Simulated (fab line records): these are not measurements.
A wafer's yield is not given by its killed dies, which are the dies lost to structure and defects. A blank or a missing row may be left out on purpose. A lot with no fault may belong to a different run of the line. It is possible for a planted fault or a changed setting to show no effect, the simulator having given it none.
Check for tools in common -- flow gf180mcu -- 42 wafers sampled across 14 lots

== WHY THIS WAS OPENED ==
2 of 14 lots carry a flag on the reading LVPWELL_TW at GF_LVPWELL_TW_MEAS_11. Fault-free wafers read 561, with a standard deviation of 3.8.
Rule: a lot is flagged in two cases, either no wafer of it has a number, or all its wafers with numbers fall more than 4 standard deviations from that mean. As for the other lots, they are considered sound.

lot,measured,on,"LVPWELL_TW, wafer by wafer",flag
L529,day 3 20:34,film_metro-04,560 559 560,
L533,day 4 20:01,film_metro-01,565 561 561,
L534,day 5 01:37,film_metro-04,556 556 558,
L538,day 5 23:01,film_metro-02,532 527 522,FLAGGED
L539,day 6 04:41,film_metro-04,514 520 518,FLAGGED
L541,day 6 17:26,film_metro-01,566 561 565,
L542,day 6 21:08,film_metro-01,569 567 563,
L544,day 7 08:07,film_metro-02,563 564 565,
L545,day 7 15:37,film_metro-04,559 556 556,
L546,day 7 20:32,film_metro-04,561 557 558,
L547,day 8 07:31,film_metro-01,562 560 560,
L549,day 8 13:40,film_metro-01,562 563 563,
L551,day 9 01:12,film_metro-02,566 566 568,
L552,day 9 06:46,film_metro-04,558 559 559,
On average the flagged lots' numbers are 522, which is -39 against the usual, or -10 standard deviations.

== TOOL THAT RAN EACH LOT ==
The record keeps 1 process step preceding the reading, out of 602 steps on the route. In each cell: the tool, then ch and the chambers that the sampled wafers went through, then the start.
lot,flag,GF_LVPWELL_IMPLANT_09
L529,,"implanter-02 ch 0, day 3 20:20"
L533,,"implanter-02 ch 0, day 4 19:46"
L534,,"implanter-04 ch 0, day 5 01:22"
L538,FLAGGED,"implanter-04, day 5 22:46"
L539,FLAGGED,"implanter-01, day 6 04:28"
L541,,"implanter-02 ch 0, day 6 17:14"
L542,,"implanter-02 ch 0, day 6 20:55"
L544,,"implanter-01 ch 0, day 7 07:54"
L545,,"implanter-01 ch 0, day 7 15:22"
L546,,"implanter-02 ch 0, day 7 20:19"
L547,,"implanter-01 ch 0, day 8 07:16"
L549,,"implanter-02 ch 0, day 8 13:26"
L551,,"implanter-04 ch 0, day 9 00:56"
L552,,"implanter-04 ch 0, day 9 06:31"
These steps, and what they do:
- GF_LVPWELL_IMPLANT_09
- GF_LVPWELL_TW_MEAS_11

== FLAGGED AGAINST TOTAL, ONE TOOL AT A TIME (gauges that did the reading follow at the end) ==
step,tool,lots run,flagged,share of the flagged lots,sound lots run after its first flagged lot
GF_LVPWELL_IMPLANT_09,implanter-01,4,1,some,"3 (L544,L545,L547)"
GF_LVPWELL_IMPLANT_09,implanter-02,6,0,none,-
GF_LVPWELL_IMPLANT_09,implanter-04,4,1,some,"2 (L551,L552)"
GF_LVPWELL_TW_MEAS_11,film_metro-01,5,0,none,-
GF_LVPWELL_TW_MEAS_11,film_metro-02,3,1,some,"2 (L544,L551)"
GF_LVPWELL_TW_MEAS_11,film_metro-04,6,1,some,"3 (L545,L546,L552)"

== THE TABLE: WHAT IT ALLOWS ==
No row of the table ran every flagged lot.

== WHAT THE SIMULATOR HAD INSERTED ==
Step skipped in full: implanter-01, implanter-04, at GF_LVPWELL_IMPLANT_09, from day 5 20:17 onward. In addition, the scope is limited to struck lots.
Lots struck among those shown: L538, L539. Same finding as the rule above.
